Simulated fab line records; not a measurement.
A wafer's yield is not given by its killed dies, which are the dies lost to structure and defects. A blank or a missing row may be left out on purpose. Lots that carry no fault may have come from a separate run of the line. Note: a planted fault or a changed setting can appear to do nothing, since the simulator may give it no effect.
Split-lot study | flow sky130 | route with 708 steps; 5 lots, 23 wafers read

THE SPLIT
At SKY_SD_P_COAT_02 (resist thk 1140 nm), the setting spinRpm was moved away from the recipe's 3000 rpm on 8 of the 23 wafers read, by -2.9% to +6.5%. All remaining wafers had this setting at the recipe value.

The reading is taken at the split's own step.

THE READING
NOVOLAK_of_SD_P_COAT_02.thkNm (the simulator's own value, which no gauge read), in nm, at SKY_SD_P_COAT_02 (resist thk 1140 nm). The file gives no usual value for it. Average 1138 nm, standard deviation 2.8 nm, over the 15 wafers here run with the recipe.

wafer  | tool, chamber at the split | spinRpm as run, rpm | against the recipe | NOVOLAK_of_SD_P_COAT_02.thkNm, nm | against lot-mates on the recipe
L074.1 | lithoTrack-01, 0           | 3000                | recipe             | 1142                              | -
L074.4 | lithoTrack-01, 0           | 3000                | recipe             | 1137                              | -
L074.6 | lithoTrack-01, 0           | 3000                | recipe             | 1139                              | -
L077.1 | lithoTrack-03, 0           | 3169                | +5.6%              | 1108                              | -31
L077.2 | lithoTrack-03, 0           | 3169                | +5.6%              | 1110                              | -29
L077.3 | lithoTrack-03, 0           | 3000                | recipe             | 1139                              | -
L077.5 | lithoTrack-03, 0           | 3000                | recipe             | 1139                              | -
L077.4 | lithoTrack-03, 0           | 3000                | recipe             | 1140                              | -
L081.1 | lithoTrack-01, 0           | 3000                | recipe             | 1134                              | -
L081.2 | lithoTrack-01, 0           | 3000                | recipe             | 1139                              | -
L081.4 | lithoTrack-01, 0           | 3196                | +6.5%              | 1102                              | -34
L081.5 | lithoTrack-01, 0           | 3196                | +6.5%              | 1102                              | -34
L081.6 | lithoTrack-01, 0           | 3196                | +6.5%              | 1100                              | -36
L082.1 | lithoTrack-01, 0           | 3000                | recipe             | 1132                              | -
L082.2 | lithoTrack-01, 0           | 3000                | recipe             | 1132                              | -
L082.3 | lithoTrack-01, 0           | 2913                | -2.9%              | 1150                              | +18
L082.6 | lithoTrack-01, 0           | 2913                | -2.9%              | 1150                              | +18
L082.4 | lithoTrack-01, 0           | 2913                | -2.9%              | 1152                              | +20
L084.1 | lithoTrack-01, 0           | 3000                | recipe             | 1139                              | -
L084.3 | lithoTrack-01, 0           | 3000                | recipe             | 1138                              | -
L084.4 | lithoTrack-01, 0           | 3000                | recipe             | 1138                              | -
L084.5 | lithoTrack-01, 0           | 3000                | recipe             | 1136                              | -
L084.6 | lithoTrack-01, 0           | 3000                | recipe             | 1140                              | -

THE FIT
A straight line over all 23 wafers: NOVOLAK_of_SD_P_COAT_02.thkNm changes by -5.24 nm for each +1% of spinRpm; r = -0.99; the points scatter about the line by 2.7 nm.
The same after taking each lot's own level away (the mean of its wafers on the recipe; 23 wafers): -5.56 nm for each +1%; r = -1.00; scatter 1.7 nm.
On that fit, the largest move of spinRpm shifts the reading by 36 nm.
Across the lots, their own levels run from 1132.0 to 1139.3 nm, a range of 2.6 times the standard deviation given above.
The two slopes are in agreement: the lot-to-lot level therefore moves the slope only a little.
Check: for one of the wafers moved furthest among these (+6.5%), held out of the fit, the line's prediction against its lot-mates is -36.1 nm. It came out at -34.5 nm against them.

THE OTHER SPLITS THESE WAFERS WENT THROUGH
Before the reading, these wafers also passed through other splits. Each is held against what the fit with the lots' levels taken away leaves over:
other split on the same wafers    | wafers away from the commonest value | r with NOVOLAK_of_SD_P_COAT_02.thkNm (lot level and that fit taken away)
SKY_LDD_P_COAT_02 resistThkNm     | 10                                   | -0.07
SKY_LDD_P_DEVELOP_06 developTimeS | 8                                    | -0.28
SKY_LDD_HVN_IMPLANT_08 doseCm2    | 7                                    | +0.23
SKY_LDD_HVP_COAT_02 spinRpm       | 8                                    | +0.20
SKY_LDD_LDN_COAT_02 resistThkNm   | 10                                   | +0.08
SKY_LDD_LDN_IMPLANT_08 energyKev  | 10                                   | +0.15
SKY_SPACER_CVD_00 pressureMtorr   | 18                                   | +0.17

THE WHOLE CHAIN: every reading that the file lists as answering this split, in the file's order
step              | what it does       | reading                                                                        | change (the file's fit)              | r (the file's)
SKY_SD_P_COAT_02  | resist thk 1140 nm | NOVOLAK_of_SD_P_COAT_02.thkNm (the simulator's own value, which no gauge read) | -5.56 nm for each +1% of the setting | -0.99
SKY_SD_P_STRIP_10 | strips in O2/N2    | stripTimeToEndpointS                                                           | withheld for each +1% of the setting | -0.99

THE FILE'S OWN FIT
NOVOLAK_of_SD_P_COAT_02.thkNm changes by -5.56 nm for each +1% of spinRpm, r = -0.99.
